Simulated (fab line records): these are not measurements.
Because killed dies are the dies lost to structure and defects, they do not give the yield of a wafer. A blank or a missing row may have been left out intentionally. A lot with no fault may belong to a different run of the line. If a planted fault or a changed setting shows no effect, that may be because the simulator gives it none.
Which of the tools did it? / flow gf180mcu / Sampling: 11 lots, 33 wafers, 5 of 602 route steps

== WHAT THE GAUGES SHOWED, per wafer ==
GF_V2_THK_MEAS_01. Usual: V2_CVD_00_THK 600 nm, standard deviation 7.8.
lot=L201; measured=day 19 22:46; on=film_metro-01; V2_CVD_00_THK (nm)=602 621 618; flag=
lot=L205; measured=day 21 11:07; on=film_metro-04; V2_CVD_00_THK (nm)=611 615 607; flag=
lot=L206; measured=day 22 06:45; on=film_metro-04; V2_CVD_00_THK (nm)=606 606 610; flag=
lot=L208; measured=day 22 14:19; on=film_metro-04; V2_CVD_00_THK (nm)=587 597 599; flag=
lot=L215; measured=day 25 04:25; on=film_metro-02; V2_CVD_00_THK (nm)=591 604 595; flag=
lot=L217; measured=day 25 21:26; on=film_metro-02; V2_CVD_00_THK (nm)=600 594 593; flag=
lot=L218; measured=day 26 02:58; on=film_metro-04; V2_CVD_00_THK (nm)=597 586 603; flag=
lot=L219; measured=day 26 13:20; on=film_metro-04; V2_CVD_00_THK (nm)=605 584 586; flag=
lot=L220; measured=day 27 00:56; on=film_metro-02; V2_CVD_00_THK (nm)=596 607 597; flag=
lot=L222; measured=day 27 07:30; on=film_metro-02; V2_CVD_00_THK (nm)=595 600 610; flag=
lot=L223; measured=day 27 20:02; on=film_metro-02; V2_CVD_00_THK (nm)=599 598 590; flag=

GF_V2_RS_MEAS_24: the measuring method here is four-point-probe. Usual: V2_W_RS 0.330 ohm/sq, standard deviation 0.0035.
lot=L201; measured=day 21 00:32; on=film_metro-02; V2_W_RS (ohm/sq)=0.332 0.334 0.333; flag=
lot=L205; measured=day 22 12:10; on=film_metro-04; V2_W_RS (ohm/sq)=0.300 0.301 0.305; flag=OFF
lot=L206; measured=day 23 07:26; on=film_metro-01; V2_W_RS (ohm/sq)=0.333 0.326 0.325; flag=
lot=L208; measured=day 23 14:51; on=film_metro-04; V2_W_RS (ohm/sq)=0.302 0.301 0.300; flag=OFF
lot=L215; measured=day 26 03:13; on=film_metro-02; V2_W_RS (ohm/sq)=0.333 0.334 0.329; flag=
lot=L217; measured=day 26 20:11; on=film_metro-04; V2_W_RS (ohm/sq)=0.328 0.329 0.323; flag=
lot=L218; measured=day 27 02:13; on=film_metro-04; V2_W_RS (ohm/sq)=0.328 0.333 0.330; flag=
lot=L219; measured=day 27 11:02; on=film_metro-02; V2_W_RS (ohm/sq)=0.327 0.331 0.323; flag=
lot=L220; measured=day 27 22:56; on=film_metro-04; V2_W_RS (ohm/sq)=0.329 0.324 0.333; flag=
lot=L222; measured=day 28 05:35; on=film_metro-04; V2_W_RS (ohm/sq)=0.332 0.329 0.330; flag=
lot=L223; measured=day 28 17:20; on=film_metro-04; V2_W_RS (ohm/sq)=0.333 0.332 0.331; flag=

GF_V2_THK_MEAS_25: measures by xrf. Usual: V2_W_THK 341 nm, standard deviation 4.7.
lot=L201; measured=day 21 00:39; on=film_metro-02; V2_W_THK (nm)=343 340 342; flag=
lot=L205; measured=day 22 12:17; on=film_metro-04; V2_W_THK (nm)=374 375 367; flag=OFF
lot=L206; measured=day 23 07:34; on=film_metro-01; V2_W_THK (nm)=337 344 347; flag=
lot=L208; measured=day 23 14:58; on=film_metro-04; V2_W_THK (nm)=370 373 370; flag=OFF
lot=L215; measured=day 26 03:19; on=film_metro-02; V2_W_THK (nm)=338 338 343; flag=
lot=L217; measured=day 26 20:18; on=film_metro-04; V2_W_THK (nm)=340 340 346; flag=
lot=L218; measured=day 27 02:20; on=film_metro-04; V2_W_THK (nm)=342 335 339; flag=
lot=L219; measured=day 27 11:10; on=film_metro-02; V2_W_THK (nm)=346 342 351; flag=
lot=L220; measured=day 27 23:02; on=film_metro-04; V2_W_THK (nm)=338 343 335; flag=
lot=L222; measured=day 28 05:41; on=film_metro-04; V2_W_THK (nm)=340 343 340; flag=
lot=L223; measured=day 28 17:28; on=film_metro-04; V2_W_THK (nm)=340 340 343; flag=

== TOOL THAT RAN EACH LOT (tool first, then ch and the chambers of the sampled wafers, then the start) ==
lot=L201; GF_V2_STRIP_18=plasma_asher-02 ch 0,1, day 20 23:46; GF_V2_CVD_23=cvd_w-01 ch 0,1, day 21 00:24
lot=L205; GF_V2_STRIP_18=plasma_asher-03 ch 0,1, day 22 11:25; GF_V2_CVD_23=cvd_w-01 ch 0,1, day 22 12:03
lot=L206; GF_V2_STRIP_18=plasma_asher-02 ch 0,1, day 23 06:42; GF_V2_CVD_23=cvd_w-02 ch 0,1, day 23 07:20
lot=L208; GF_V2_STRIP_18=plasma_asher-04 ch 0,1, day 23 14:05; GF_V2_CVD_23=cvd_w-01 ch 0,1, day 23 14:44
lot=L215; GF_V2_STRIP_18=plasma_asher-03 ch 0,1, day 26 02:27; GF_V2_CVD_23=cvd_w-01 ch 0,1, day 26 03:05
lot=L217; GF_V2_STRIP_18=plasma_asher-02 ch 0, day 26 19:25; GF_V2_CVD_23=cvd_w-01 ch 0,1, day 26 20:03
lot=L218; GF_V2_STRIP_18=plasma_asher-02 ch 0,1, day 27 01:26; GF_V2_CVD_23=cvd_w-01 ch 0,1, day 27 02:07
lot=L219; GF_V2_STRIP_18=plasma_asher-02 ch 0,1, day 27 10:17; GF_V2_CVD_23=cvd_w-01 ch 0,1, day 27 10:56
lot=L220; GF_V2_STRIP_18=plasma_asher-04 ch 0,1, day 27 22:10; GF_V2_CVD_23=cvd_w-02 ch 0,1, day 27 22:48
lot=L222; GF_V2_STRIP_18=plasma_asher-02 ch 0,1, day 28 04:50; GF_V2_CVD_23=cvd_w-02 ch 0,1, day 28 05:28
lot=L223; GF_V2_STRIP_18=plasma_asher-02 ch 0,1, day 28 16:34; GF_V2_CVD_23=cvd_w-01 ch 0,1, day 28 17:14
- GF_V2_STRIP_18: strips in O2/N2.
- GF_V2_CVD_23: deposits W, target thk 350 nm, time 104.94 s.

== AS READ BY THE TOOLS THEMSELVES (means over the sampled wafers that have a number; for cases with no such wafer, the mark the record gives instead) ==
GF_V2_STRIP_18. Usual: drypump_motor_current_A 5.6 A, standard deviation 0.33; heater_power_w 315 W, standard deviation 34; oes_product_au 0.592 a.u., standard deviation 0.005.
lot=L201; tool=plasma_asher-02; drypump_motor_current_A (A)=5.7; heater_power_w (W)=287; oes_product_au (a.u.)=0.591; flag=
lot=L205; tool=plasma_asher-03; drypump_motor_current_A (A)=5.4; heater_power_w (W)=311; oes_product_au (a.u.)=0.594; flag=
lot=L206; tool=plasma_asher-02; drypump_motor_current_A (A)=5.7; heater_power_w (W)=319; oes_product_au (a.u.)=0.591; flag=
lot=L208; tool=plasma_asher-04; drypump_motor_current_A (A)=5.6; heater_power_w (W)=342; oes_product_au (a.u.)=0.588; flag=
lot=L215; tool=plasma_asher-03; drypump_motor_current_A (A)=5.4; heater_power_w (W)=306; oes_product_au (a.u.)=0.594; flag=
lot=L217; tool=plasma_asher-02; drypump_motor_current_A (A)=5.8; heater_power_w (W)=352; oes_product_au (a.u.)=0.589; flag=
lot=L218; tool=plasma_asher-02; drypump_motor_current_A (A)=5.7; heater_power_w (W)=323; oes_product_au (a.u.)=0.594; flag=
lot=L219; tool=plasma_asher-02; drypump_motor_current_A (A)=5.6; heater_power_w (W)=288; oes_product_au (a.u.)=0.593; flag=
lot=L220; tool=plasma_asher-04; drypump_motor_current_A (A)=5.6; heater_power_w (W)=348; oes_product_au (a.u.)=0.593; flag=
lot=L222; tool=plasma_asher-02; drypump_motor_current_A (A)=5.6; heater_power_w (W)=292; oes_product_au (a.u.)=0.591; flag=
lot=L223; tool=plasma_asher-02; drypump_motor_current_A (A)=5.7; heater_power_w (W)=327; oes_product_au (a.u.)=0.595; flag=

GF_V2_CVD_23. Usual: chamber_pressure_Torr 40.00 Torr, standard deviation 0.087; heater_power_w 912 W, standard deviation 33.
lot=L201; tool=cvd_w-01; chamber_pressure_Torr (Torr)=40.14; heater_power_w (W)=891; flag=
lot=L205; tool=cvd_w-01; chamber_pressure_Torr (Torr)=47.28; heater_power_w (W)=904; flag=OFF
lot=L206; tool=cvd_w-02; chamber_pressure_Torr (Torr)=39.93; heater_power_w (W)=934; flag=
lot=L208; tool=cvd_w-01; chamber_pressure_Torr (Torr)=47.25; heater_power_w (W)=894; flag=OFF
lot=L215; tool=cvd_w-01; chamber_pressure_Torr (Torr)=39.90; heater_power_w (W)=901; flag=
lot=L217; tool=cvd_w-01; chamber_pressure_Torr (Torr)=39.99; heater_power_w (W)=904; flag=
lot=L218; tool=cvd_w-01; chamber_pressure_Torr (Torr)=40.11; heater_power_w (W)=919; flag=
lot=L219; tool=cvd_w-01; chamber_pressure_Torr (Torr)=39.97; heater_power_w (W)=897; flag=
lot=L220; tool=cvd_w-02; chamber_pressure_Torr (Torr)=40.06; heater_power_w (W)=948; flag=
lot=L222; tool=cvd_w-02; chamber_pressure_Torr (Torr)=40.02; heater_power_w (W)=938; flag=
lot=L223; tool=cvd_w-01; chamber_pressure_Torr (Torr)=39.94; heater_power_w (W)=892; flag=

== THE ANSWER, worked out from the rows above alone ==
Rule: take the mean of a lot's wafers that have a number; if it is more than 3 standard deviations from the usual mean, the lot is off. A lot without any number at a reading at which 4 lots or more have one is off too. All remaining lots with rows at the step are treated as sound. First the gauges in route order, then the tools' own readings, where a lot's mean is used as printed above. The first step at which some lot is off is used, and at that step the reading that is off furthest; a lot without a number counts as furthest.
Off: at GF_V2_RS_MEAS_24 (V2_W_RS), L205, L208.
A tool fits if, at a process step before that reading, it ran every lot that is off, and no sound lot after the first of them. Not tried: the gauges at GF_V2_RS_MEAS_24; whatever is off there is also off at GF_V2_CVD_23, on other tools, and gauge error can't account for it. Not one of the candidates tried fits.

== WHAT THE SIMULATOR PUT IN ==
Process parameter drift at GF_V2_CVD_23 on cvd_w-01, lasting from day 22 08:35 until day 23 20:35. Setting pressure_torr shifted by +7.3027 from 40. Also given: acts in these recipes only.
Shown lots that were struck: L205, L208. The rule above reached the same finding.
